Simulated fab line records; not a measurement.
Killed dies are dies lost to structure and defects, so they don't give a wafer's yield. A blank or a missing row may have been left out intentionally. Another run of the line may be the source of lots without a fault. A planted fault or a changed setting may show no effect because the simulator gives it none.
Commonality check across tools + flow gf180mcu + Lots sampled 12, wafers sampled 36

WHAT PROMPTED THE OPENING
At GF_NWELL_TW_MEAS_11 the reading NWELL_TW is flagged on 2 of 12 lots. Wafers without a fault read 1599, standard deviation 15.
Rule: a lot is flagged in two cases, either no wafer of it has a number, or all its wafers with numbers fall more than 4 standard deviations from that mean. The other lots count as sound.

| lot  | measured    | on            | NWELL_TW, wafer by wafer | flag    |
|------|-------------|---------------|--------------------------|---------|
| L704 | day 3 07:59 | film-metro-01 | 1612 1602 1606           |         |
| L705 | day 3 15:31 | film-metro-03 | 1612 1608 1616           |         |
| L706 | day 3 20:23 | film-metro-03 | 1626 1611 1619           |         |
| L708 | day 4 06:56 | film-metro-03 | 1610 1614 1623           |         |
| L711 | day 4 22:19 | film-metro-01 | 1594 1598 1593           |         |
| L712 | day 5 05:04 | film-metro-03 | 1609 1601 1600           |         |
| L713 | day 5 10:07 | film-metro-03 | 1612 1606 1600           |         |
| L715 | day 5 21:13 | film-metro-03 | 1927 1934 1934           | FLAGGED |
| L716 | day 6 02:17 | film-metro-01 | 1923 1924 1917           | FLAGGED |
| L724 | day 7 20:55 | film-metro-01 | 1601 1597 1604           |         |
| L725 | day 8 03:07 | film-metro-01 | 1599 1604 1585           |         |
| L726 | day 8 08:43 | film-metro-01 | 1602 1599 1605           |         |
The mean of the flagged lots' numbers is 1926, +328 from the usual (+22 standard deviations).

WHICH TOOL RAN EACH LOT
The record holds 1 process step before the reading, out of a route of 602 steps. In each cell: the tool, then ch and the chambers that the sampled wafers went through, then the start.
| lot  | flag    | GF_NWELL_IMPLANT_09            |
|------|---------|--------------------------------|
| L704 |         | implanter-03 ch 0, day 3 07:46 |
| L705 |         | implanter-03 ch 0, day 3 15:16 |
| L706 |         | implanter-04 ch 0, day 3 20:08 |
| L708 |         | implanter-04 ch 0, day 4 06:41 |
| L711 |         | implanter-04 ch 0, day 4 22:04 |
| L712 |         | implanter-03 ch 0, day 5 04:49 |
| L713 |         | implanter-03 ch 0, day 5 09:52 |
| L715 | FLAGGED | implanter-04 ch 0, day 5 20:58 |
| L716 | FLAGGED | implanter-04 ch 0, day 6 02:05 |
| L724 |         | implanter-01 ch 0, day 7 20:40 |
| L725 |         | implanter-01 ch 0, day 8 02:52 |
| L726 |         | implanter-01 ch 0, day 8 08:28 |
What the steps here do:
- GF_NWELL_IMPLANT_09
- GF_NWELL_TW_MEAS_11

FLAGGED OVER TOTAL, TOOL BY TOOL (the gauges that took the reading come last)
| step                | tool          | lots run | flagged | share of the flagged lots | sound lots run after its first flagged lot |
|---------------------|---------------|----------|---------|---------------------------|--------------------------------------------|
| GF_NWELL_IMPLANT_09 | implanter-01  | 3        | 0       | none                      | -                                          |
| GF_NWELL_IMPLANT_09 | implanter-03  | 4        | 0       | none                      | -                                          |
| GF_NWELL_IMPLANT_09 | implanter-04  | 5        | 2       | all                       | 0                                          |
| GF_NWELL_TW_MEAS_11 | film-metro-01 | 6        | 1       | some                      | 3 (L724,L725,L726)                         |
| GF_NWELL_TW_MEAS_11 | film-metro-03 | 6        | 1       | some                      | 0                                          |

THE TABLE: WHAT IT ALLOWS
All flagged lots share 1 row of the table, namely implanter-04 at GF_NWELL_IMPLANT_09.
- implanter-04 at GF_NWELL_IMPLANT_09 ran 5 lots, 2 of them flagged. It ran its last sound lot, L711, at day 4 22:04 and its first flagged lot, L715, at day 5 20:58: a fault with its onset between the two fits. Its own readings (dose-ions-cm2, faraday-current-uA) fall more than 4 standard deviations out on all wafers of the flagged lots.
One tool is left: implanter-04 at GF_NWELL_IMPLANT_09.

WHAT THE SIMULATOR HAD INSERTED
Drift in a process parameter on implanter-04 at GF_NWELL_IMPLANT_09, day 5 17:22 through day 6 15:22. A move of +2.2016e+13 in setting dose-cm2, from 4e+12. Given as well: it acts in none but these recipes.
Struck lots among those shown: L715, L716. The rule given above showed the same thing.
